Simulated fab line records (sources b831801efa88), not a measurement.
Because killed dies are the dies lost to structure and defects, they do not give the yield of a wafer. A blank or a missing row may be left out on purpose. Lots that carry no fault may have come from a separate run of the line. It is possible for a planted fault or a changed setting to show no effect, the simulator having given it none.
fab line records	flow gf180mcu
record: lots: 12	wafers: 36	last-day: 33
route steps=602 shown STI@15 NWELL@49 DUAL_GATE@144
lots that met no fault: from a run of the same line without faults
start-h: the number of hours between the record's first day and the start of the first shown wafer of the lot	wait-h: time in hours since the lot's previous step	" as in the row above	L1.1+2: several wafers, shown together as one row	- value missing, or start not given	* or withheld: withheld	< > ~ a bound
route shown NAME@n: names a module that has steps shown in the file, with the first one's number in the route	usual: the fault-free wafers' mean and standard deviation	same: alike in all rows	chamber/n: place in a boat	sites: per-site readings	_std_site: the standard deviation of these	_edge_site: mean of outer sites minus mean of inner sites	radius-mm: for every site, how far away it sits from the centre of the wafer	mask NAME#n: copy n	behind: the last tool/chamber to shape the wafer	hold: cause of the lot's hold/its duration in hours/its outcome	device: the n, p or np transistor that did not switch	end of line: at the end of the route, the tests of the same wafers	step lacking rows: just its recipe	killed: dies that structure and defects cost at the first sort, which is not the same as the wafer's yield	map: a wafer's dies, marking killed ones x, the rest . and places with no die _
set.NAME: the run value of the setting; set.NAME@STEP: its run value at that earlier step	model.NAME: the simulator's own value behind a step, which no gauge read
one table for each step of the route and one row for each wafer, over a sample of lots
services: when a tool's chamber went out of use (start-h, in hours from the record's first day, below 0 if earlier), for how many hours, and the reason
== steps ==
step: GF_STI_ETCH_14
recipe: target: Si	chemistry: HBr/Cl2/O2	target-depth-nm: 360	icp-w: 600	bias-w: 150	pressure-mtorr: 15	HBr_flow_sccm: 150	Cl2_flow_sccm: 40	O2_flow_sccm: 6	time-s: 102.9
usual: drypump-motor-current-A: 5.7/0.47	he-backside-leak-sccm: 2.71/0.22	oes-product-au: 1.001/0.0091	throttle-valve-pct: 25.656/0.01
lot.wafer	tool	chamber	start-h	wait-h	drypump-motor-current-A	he-backside-leak-sccm	oes-product-au	rf-hours-counter-h	throttle-valve-pct
L981.1	rie-si-02	1	25.50	0.0	5.3	3.06	1.015	112	25.647
L981.3	"	2	"	"	5.9	2.73	0.987	141	25.649
L981.6	"	0	"	"	6.2	2.54	1.000	-	25.645
L984.3	rie-si-01	3	40.75	0.0	5.0	2.66	0.996	4	25.665
L984.4	"	2	"	"	6.2	2.49	0.994	84	25.673
L984.5	"	3	"	"	5.0	2.73	0.998	-	25.658
L985.1	rie-si-01	1	45.25	0.0	5.9	3.01	1.000	96	25.653
L985.5	"	1	"	"	6.0	3.01	1.008	-	25.645
L985.6	"	0	"	"	6.1	2.65	1.003	-	25.639
L987.1	rie-si-02	2	57.18	0.0	5.8	2.69	0.995	142	25.639
L987.5	"	3	"	"	5.3	2.75	1.007	-	25.640
L987.6	"	2	"	"	5.8	2.68	0.991	-	25.653
L988.3	rie-si-01	0	61.15	0.0	6.1	2.54	1.006	144	25.659
L988.4	"	3	"	"	5.0	2.56	0.996	4	25.661
L988.5	"	2	"	"	6.3	2.42	0.993	-	25.674
L989.2	rie-si-01	2	67.05	0.0	6.3	2.46	1.000	84	25.657
L989.3	"	3	"	"	4.9	2.71	0.998	4	25.662
L989.4	"	1	"	"	6.0	2.86	0.992	96	25.668
L990.1	rie-si-01	0	76.53	0.0	6.1	2.77	1.022	144	25.642
L990.3	"	3	"	"	4.9	2.61	1.009	4	25.648
L990.4	"	3	"	"	4.9	2.51	0.993	-	25.654
L991.2	rie-si-02	1	80.62	0.0	5.3	3.06	1.000	112	25.664
L991.4	"	3	"	"	5.3	2.48	1.005	135	25.679
L991.5	"	1	"	"	5.3	3.05	0.996	-	25.641
L994.1	rie-si-02	1	92.50	0.0	5.3	3.11	1.002	113	25.661
L994.3	"	0	"	"	6.3	2.60	0.994	88	25.680
L994.6	"	0	"	"	6.2	2.56	0.992	-	25.657
L995.1	rie-si-02	0	98.48	0.0	6.2	2.68	1.140	88	25.570
L995.2	"	3	"	"	5.3	2.27	1.004	136	25.646
L995.4	"	2	"	"	5.8	2.65	0.988	142	25.680
L997.2	rie-si-02	1	110.20	0.0	5.3	3.08	1.004	113	25.643
L997.3	"	3	"	"	5.3	2.47	1.015	136	25.639
L997.5	"	0	"	"	6.2	2.55	1.154	-	25.543
L998.4	rie-si-01	2	114.31	0.1	6.3	2.35	0.996	-	25.663
L998.5	"	3	"	"	4.9	2.46	0.997	-	25.662
L998.6	"	1	"	"	6.0	2.87	1.004	-	25.651
step: GF_STI_STRIP_15
recipe: chemistry: O2/N2	power-w: 1400	pressure-mtorr: 1500	platen-temp-c: 250	o2-flow-sccm: 3000	n2-flow-sccm: 300	overash-fraction: 0.5
usual: drypump-motor-current-A: 5.4/0.45	heater-power-w: 332/28	oes-product-au: 0.384/0.0053	strip-time-to-endpoint-s: 3.74/0.042
same: overash-fraction: 0.5
lot.wafer	tool	chamber	start-h	wait-h	drypump-motor-current-A	heater-power-w	oes-product-au	rf-hours-counter-h	strip-time-to-endpoint-s
L981.1	plasma-asher-01	0	25.58	0.0	5.2	364	0.388	24	3.76
L981.3	"	1	"	"	5.3	303	0.393	-	3.82
L981.6	"	0	"	"	5.2	375	0.387	-	3.75
L984.3	plasma-asher-01	0	40.86	0.1	5.2	366	0.386	-	3.80
L984.4	"	1	"	"	5.3	305	0.389	-	3.75
L984.5	"	1	"	"	5.3	307	0.380	-	3.71
L985.1	plasma-asher-04	0	45.33	0.0	5.6	304	0.375	38	3.69
L985.5	"	1	"	"	6.2	303	0.385	-	3.78
L985.6	"	0	"	"	5.5	301	0.381	-	3.70
L987.1	plasma-asher-01	0	57.25	0.0	5.2	367	0.390	27	3.76
L987.5	"	0	"	"	5.2	370	0.394	-	3.77
L987.6	"	1	"	"	5.4	306	0.382	-	3.73
L988.3	plasma-asher-03	0	61.26	0.1	5.6	345	0.394	-	3.75
L988.4	"	1	"	"	4.6	348	0.397	-	3.82
L988.5	"	1	"	"	4.6	346	0.387	-	3.84
L989.2	plasma-asher-03	0	67.13	0.0	5.7	334	0.379	37	3.70
L989.3	"	1	"	"	4.6	354	0.391	-	3.74
L989.4	"	0	"	"	5.6	350	0.383	-	3.74
L990.1	plasma-asher-01	1	76.60	0.0	5.3	307	0.377	29	3.65
L990.3	"	0	"	"	5.2	365	0.379	-	3.68
L990.4	"	1	"	"	5.4	304	0.376	-	3.68
L991.2	plasma-asher-04	1	80.70	0.0	6.3	309	0.378	42	3.70
L991.4	"	1	"	"	6.3	308	0.386	-	3.74
L991.5	"	0	"	"	5.5	306	0.382	-	3.72
L994.1	plasma-asher-03	0	92.58	0.0	5.6	351	0.385	39	3.68
L994.3	"	1	"	"	4.7	349	0.376	-	3.80
L994.6	"	0	"	"	5.6	342	0.386	-	3.69
L995.1	plasma-asher-01	0	98.55	0.0	5.2	366	0.372	32	3.45
L995.2	"	1	"	"	5.3	305	0.386	32	3.77
L995.4	"	1	"	"	5.3	294	0.383	-	3.73
L997.2	plasma-asher-04	0	110.28	0.0	5.5	295	0.378	44	3.72
L997.3	"	0	"	"	5.5	296	0.388	-	3.81
L997.5	"	1	"	"	6.3	312	0.375	-	3.43
L998.4	plasma-asher-01	1	114.38	0.0	5.4	309	0.390	-	3.80
L998.5	"	1	"	"	5.3	301	0.395	-	3.83
L998.6	"	0	"	"	5.2	373	0.380	-	3.72
step: GF_NWELL_OVL_MEAS_07
usual: NWELL_OVL: -1.2/1.6
lot.wafer	tool	chamber	start-h	wait-h	NWELL_OVL[nm]
L981.1	overlay-02	-	55.22	-	-3.3
L981.3	"	-	"	"	-2.0
L981.6	"	-	"	"	-2.3
L984.3	overlay-01	-	71.27	-	-0.1
L984.4	"	-	"	"	-1.0
L984.5	"	-	"	"	-0.7
L985.1	overlay-02	-	75.77	-	-2.2
L985.5	"	-	"	"	-2.9
L985.6	"	-	"	"	-3.6
L987.1	overlay-02	-	87.67	-	-0.8
L987.5	"	-	"	"	-3.5
L987.6	"	-	"	"	-3.3
L988.3	overlay-02	-	91.78	-	0.1
L988.4	"	-	"	"	-0.6
L988.5	"	-	"	"	-1.0
L989.2	overlay-01	-	98.36	-	0.7
L989.3	"	-	"	"	-2.1
L989.4	"	-	"	"	0.1
L990.1	overlay-01	-	108.27	-	-0.5
L990.3	"	-	"	"	-2.3
L990.4	"	-	"	"	-1.1
L991.2	overlay-02	-	117.81	-	0.1
L991.4	"	-	"	"	1.6
L991.5	"	-	"	"	-1.2
L994.1	overlay-01	-	128.30	-	0.9
L994.3	"	-	"	"	0.8
L994.6	"	-	"	"	2.0
L995.1	overlay-02	-	132.85	-	-3.1
L995.2	"	-	"	"	-2.7
L995.4	"	-	"	"	-3.8
L997.2	overlay-01	-	144.77	-	1.7
L997.3	"	-	"	"	0.3
L997.5	"	-	"	"	0.9
L998.4	overlay-02	-	150.15	-	-1.8
L998.5	"	-	"	"	-1.5
L998.6	"	-	"	"	-1.7
step: GF_NWELL_STRIP_10
recipe: chemistry: O2/N2	power-w: 1400	pressure-mtorr: 1500	platen-temp-c: 250	o2-flow-sccm: 3000	n2-flow-sccm: 300	overash-fraction: 0.5
usual: drypump-motor-current-A: 5.7/0.4	heater-power-w: 330/33	oes-product-au: 0.723/0.0046	strip-time-to-endpoint-s: 36.99/0.11
same: overash-fraction: 0.5
lot.wafer	tool	chamber	start-h	wait-h	drypump-motor-current-A	heater-power-w	oes-product-au	rf-hours-counter-h	strip-time-to-endpoint-s
L981.1	plasma-asher-04	1	55.56	0.1	6.3	305	0.724	39	37.02
L981.3	"	1	"	"	6.3	310	0.721	-	37.01
L981.6	"	0	"	"	5.6	306	0.713	-	37.07
L984.3	plasma-asher-04	1	71.62	0.1	6.3	299	0.725	-	36.84
L984.4	"	0	"	"	5.6	298	0.716	-	36.86
L984.5	"	1	"	"	6.3	311	0.722	-	36.93
L985.1	plasma-asher-04	0	76.10	0.1	5.5	295	0.718	41	37.00
L985.5	"	0	"	"	5.5	310	0.724	-	36.89
L985.6	"	1	"	"	6.3	304	0.728	-	36.83
L987.1	plasma-asher-01	1	88.00	0.1	5.3	305	0.720	30	37.05
L987.5	"	1	"	"	5.3	314	0.715	-	37.09
L987.6	"	0	"	"	5.2	377	0.730	-	37.09
L988.3	plasma-asher-02	0	92.14	0.1	6.2	321	0.732	-	36.85
L988.4	"	1	"	"	5.8	387	0.729	-	36.87
L988.5	"	1	"	"	5.8	379	0.720	-	36.97
L989.2	plasma-asher-04	1	98.69	0.1	6.3	302	0.728	43	37.22
L989.3	"	0	"	"	5.5	293	0.728	-	37.10
L989.4	"	1	"	"	6.2	308	0.723	-	37.07
L990.1	plasma-asher-02	0	108.61	0.1	6.2	326	0.728	49	37.04
L990.3	"	1	"	"	5.8	387	0.723	-	37.11
L990.4	"	0	"	"	6.2	322	0.716	-	37.09
L991.2	plasma-asher-01	1	118.14	0.1	5.3	304	0.728	34	36.80
L991.4	"	1	"	"	5.3	303	0.723	-	36.81
L991.5	"	0	"	"	5.2	373	0.719	-	36.95
L994.1	plasma-asher-01	0	128.64	0.1	5.2	362	0.718	35	36.83
L994.3	"	1	"	"	5.3	303	0.715	-	36.87
L994.6	"	0	"	"	5.2	368	0.719	-	36.95
L995.1	plasma-asher-01	0	133.19	0.1	5.2	373	0.716	36	36.98
L995.2	"	1	"	"	5.3	296	0.723	36	36.94
L995.4	"	1	"	"	5.3	302	0.726	-	36.99
L997.2	plasma-asher-02	0	145.10	0.1	6.2	321	0.719	54	36.95
L997.3	"	1	"	"	5.8	373	0.727	-	37.06
L997.5	"	0	"	"	6.1	324	0.717	-	36.93
L998.4	plasma-asher-04	1	150.50	0.1	6.3	307	0.720	-	37.15
L998.5	"	0	"	"	5.5	294	0.727	-	37.15
L998.6	"	1	"	"	6.3	306	0.724	-	37.21
step: GF_DUAL_GATE_THK_MEAS_03
recipe: reads: SiO2_of_DUAL_GATE_OXIDATION_02
usual: DUAL_GATE_OXIDATION_00_THK: 10.96/0.21
lot.wafer	tool	chamber	start-h	wait-h	DUAL_GATE_OXIDATION_00_THK[nm]
L981.1	film-metro-01	-	160.12	0.0	11.33
L981.3	"	-	"	"	11.56
L981.6	"	-	"	"	11.38
L984.3	film-metro-04	-	177.98	0.0	11.09
L984.4	"	-	"	"	10.97
L984.5	"	-	"	"	11.02
L985.1	film-metro-04	-	183.62	0.0	11.36
L985.5	"	-	"	"	11.45
L985.6	"	-	"	"	11.26
L987.1	film-metro-02	-	199.08	0.0	10.92
L987.5	"	-	"	"	11.00
L987.6	"	-	"	"	11.09
L988.3	film-metro-01	-	205.09	0.0	11.16
L988.4	"	-	"	"	11.11
L988.5	"	-	"	"	11.18
L989.2	film-metro-02	-	212.63	0.0	10.65
L989.3	"	-	"	"	10.83
L989.4	"	-	"	"	10.83
L990.1	film-metro-01	-	224.09	0.0	10.80
L990.3	"	-	"	"	10.99
L990.4	"	-	"	"	10.88
L991.2	film-metro-04	-	237.93	0.0	10.96
L991.4	"	-	"	"	10.82
L991.5	"	-	"	"	10.81
L994.1	film-metro-04	-	249.93	0.0	11.06
L994.3	"	-	"	"	10.79
L994.6	"	-	"	"	10.98
L995.1	film-metro-04	-	255.19	0.0	10.76
L995.2	"	-	"	"	10.72
L995.4	"	-	"	"	10.85
L997.2	film-metro-02	-	273.61	0.0	10.49
L997.3	"	-	"	"	10.74
L997.5	"	-	"	"	10.68
L998.4	film-metro-02	-	277.89	0.0	11.03
L998.5	"	-	"	"	10.87
L998.6	"	-	"	"	11.21
== services ==
tool	chamber	start-h	hours	kind
rie-si-02	3	8.23	11.1	repair
rie-si-01	2	25.82	4.5	repair
rie-si-02	-	37.52	0.1	repair
rie-si-01	1	73.28	6.6	repair
plasma-asher-04	-	84.91	8.5	repair
rie-si-01	0	108.62	-	clean
rie-si-01	0	108.62	21.7	scheduled-down
rie-si-01	0	108.62	21.7	vent-cycle
plasma-asher-03	-	108.75	9.0	pm
plasma-asher-03	0	108.75	9.0	vent-cycle
plasma-asher-03	1	108.75	9.0	vent-cycle
plasma-asher-03	0	117.75	-	clean
plasma-asher-03	1	117.75	-	clean
rie-si-02	2	120.43	-	clean
rie-si-02	2	120.43	18.7	scheduled-down
rie-si-02	2	120.43	18.7	vent-cycle
plasma-asher-04	-	135.19	14.6	pm
rie-si-02	3	145.54	-	clean
rie-si-02	3	145.54	23.1	scheduled-down
rie-si-02	3	145.54	23.1	vent-cycle
== key ==
first-sign: step: GF_STI_ETCH_14	reading: oes-product-au	direction: up	sigmas: 16	usual: 1.001	struck: 1.147
effect: step: GF_STI_ETCH_14	reading: throttle-valve-pct	direction: down	sigmas: 9.4	usual: 25.656	struck: 25.557
effect: step: GF_STI_STRIP_15	reading: strip-time-to-endpoint-s	direction: down	sigmas: 7.2	usual: *	struck: *
met-at GF_STI_ETCH_14
struck-lots L995,L997
struck-wafers L995.1,L997.5
tester-left-out L995,L997
not-acting-at GF_NWELL_OVL_MEAS_07,GF_NWELL_STRIP_10,GF_DUAL_GATE_THK_MEAS_03
onset-between 92.50 98.48
fault: kind: process-parameter-drift	tool: rie-si-02	chamber: 0	onset-h: 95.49	steps: GF_STI_ETCH_14	channel: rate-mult	offset: 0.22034	shape: step	end-h: 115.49
tester-left-out: of these lots the tester's yield and bins aren't shown, on N5 and GAA mostly nor the transistor test; their killed dies are dies lost to structure and defects alone, not to doping, threshold or leakage, so they don't give the yield
